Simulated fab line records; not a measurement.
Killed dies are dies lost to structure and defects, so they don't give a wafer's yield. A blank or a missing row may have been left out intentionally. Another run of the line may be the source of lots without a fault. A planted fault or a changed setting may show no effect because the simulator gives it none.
Chamber matching / flow gf180mcu / GF_V1_CMP_04 on cmp-02 has 4 sister chambers
The step polishes SiO2. 36 wafers are shown with their chamber, then 12 later ones without.

== EACH WAFER AND ITS CHAMBER ==
wafer=L074.2; chamber=1; motor current A (A)=12.4; time to endpoint s (s)=86
wafer=L074.3; chamber=2; motor current A (A)=11.2; time to endpoint s (s)=86
wafer=L074.4; chamber=0; motor current A (A)=12.6; time to endpoint s (s)=85
wafer=L074.1; chamber=3; motor current A (A)=12.8; time to endpoint s (s)=72
wafer=L074.5; chamber=2; motor current A (A)=11.8; time to endpoint s (s)=89
wafer=L074.6; chamber=3; motor current A (A)=13.1; time to endpoint s (s)=79
wafer=L075.1; chamber=2; motor current A (A)=10.8; time to endpoint s (s)=84
wafer=L075.4; chamber=3; motor current A (A)=12.8; time to endpoint s (s)=83
wafer=L075.5; chamber=2; motor current A (A)=11.2; time to endpoint s (s)=80
wafer=L075.2; chamber=1; motor current A (A)=12.8; time to endpoint s (s)=82
wafer=L075.3; chamber=0; motor current A (A)=11.5; time to endpoint s (s)=83
wafer=L075.6; chamber=3; motor current A (A)=12.6; time to endpoint s (s)=81
wafer=L076.2; chamber=3; motor current A (A)=13.1; time to endpoint s (s)=78
wafer=L076.4; chamber=0; motor current A (A)=12.3; time to endpoint s (s)=86
wafer=L076.5; chamber=2; motor current A (A)=10.9; time to endpoint s (s)=84
wafer=L077.1; chamber=3; motor current A (A)=13.1; time to endpoint s (s)=81
wafer=L077.2; chamber=1; motor current A (A)=13.0; time to endpoint s (s)=83
wafer=L077.6; chamber=2; motor current A (A)=11.9; time to endpoint s (s)=94
wafer=L078.4; chamber=1; motor current A (A)=12.3; time to endpoint s (s)=84
wafer=L078.5; chamber=0; motor current A (A)=13.1; time to endpoint s (s)=88
wafer=L078.6; chamber=1; motor current A (A)=12.6; time to endpoint s (s)=82
wafer=L080.3; chamber=3; motor current A (A)=12.6; time to endpoint s (s)=83
wafer=L080.4; chamber=2; motor current A (A)=10.8; time to endpoint s (s)=94
wafer=L080.6; chamber=2; motor current A (A)=11.7; time to endpoint s (s)=90
wafer=L081.3; chamber=2; motor current A (A)=11.0; time to endpoint s (s)=85
wafer=L081.5; chamber=0; motor current A (A)=12.3; time to endpoint s (s)=86
wafer=L081.6; chamber=1; motor current A (A)=12.6; time to endpoint s (s)=93
wafer=L084.3; chamber=1; motor current A (A)=12.1; time to endpoint s (s)=86
wafer=L084.4; chamber=0; motor current A (A)=12.7; time to endpoint s (s)=90
wafer=L084.6; chamber=2; motor current A (A)=11.4; time to endpoint s (s)=91
wafer=L087.1; chamber=1; motor current A (A)=12.8; time to endpoint s (s)=79
wafer=L087.3; chamber=3; motor current A (A)=13.2; time to endpoint s (s)=87
wafer=L087.6; chamber=3; motor current A (A)=13.1; time to endpoint s (s)=85
wafer=L091.2; chamber=3; motor current A (A)=12.0; time to endpoint s (s)=85
wafer=L091.3; chamber=2; motor current A (A)=12.1; time to endpoint s (s)=94
wafer=L091.6; chamber=3; motor current A (A)=12.2; time to endpoint s (s)=86

SIGNATURES, as means of the wafers listed above
reading=motor current A; chamber 0=12.417; chamber 1=12.575; chamber 2=11.345; chamber 3=12.782; scatter within a chamber=0.427
reading=time to endpoint s; chamber 0=86.33; chamber 1=84.38; chamber 2=88.27; chamber 3=81.82; scatter within a chamber=4.22
Rule: a wafer lies at a distance from a chamber equal to the root of the sum of squares, over the readings, of (its reading less the chamber's mean, divided by the reading's scatter). The wafer belongs to the nearest chamber; if the next one is less than 2 further off, it can't be placed. The scatter: the root of (the sum of the squares of (reading less its chamber's mean) over the shown wafers, divided by (wafers less chambers)).

== WAFERS WITH NO CHAMBER GIVEN ==
wafer=L092.2; motor current A (A)=12.8; time to endpoint s (s)=73
wafer=L092.3; motor current A (A)=13.0; time to endpoint s (s)=75
wafer=L092.4; motor current A (A)=12.6; time to endpoint s (s)=86
wafer=L092.1; motor current A (A)=10.6; time to endpoint s (s)=84
wafer=L092.5; motor current A (A)=12.5; time to endpoint s (s)=86
wafer=L092.6; motor current A (A)=12.9; time to endpoint s (s)=80
wafer=L093.2; motor current A (A)=11.1; time to endpoint s (s)=86
wafer=L093.3; motor current A (A)=12.2; time to endpoint s (s)=79
wafer=L093.5; motor current A (A)=12.4; time to endpoint s (s)=81
wafer=L093.1; motor current A (A)=12.9; time to endpoint s (s)=84
wafer=L093.4; motor current A (A)=12.9; time to endpoint s (s)=86
wafer=L093.6; motor current A (A)=11.2; time to endpoint s (s)=90

== WHICH CHAMBER EACH ONE RAN IN ==
wafer=L092.2; from the rows above=can't be placed: 3 or 1 or 0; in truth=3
wafer=L092.3; from the rows above=can't be placed: 3 or 1 or 0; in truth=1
wafer=L092.4; from the rows above=can't be placed: 1 or 0 or 3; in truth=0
wafer=L092.1; from the rows above=2; in truth=2
wafer=L092.5; from the rows above=can't be placed: 0 or 1 or 3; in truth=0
wafer=L092.6; from the rows above=can't be placed: 3 or 1 or 0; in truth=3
wafer=L093.2; from the rows above=2; in truth=2
wafer=L093.3; from the rows above=can't be placed: 3 or 1 or 0 or 2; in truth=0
wafer=L093.5; from the rows above=can't be placed: 1 or 3 or 0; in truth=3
wafer=L093.1; from the rows above=can't be placed: 3 or 1 or 0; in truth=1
wafer=L093.4; from the rows above=can't be placed: 1 or 3 or 0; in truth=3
wafer=L093.6; from the rows above=2; in truth=2
Correct placement for 3 of the 12. Can't be placed from these rows: 9 (the true chamber is among the candidates in 9). Placed wrongly: 0.
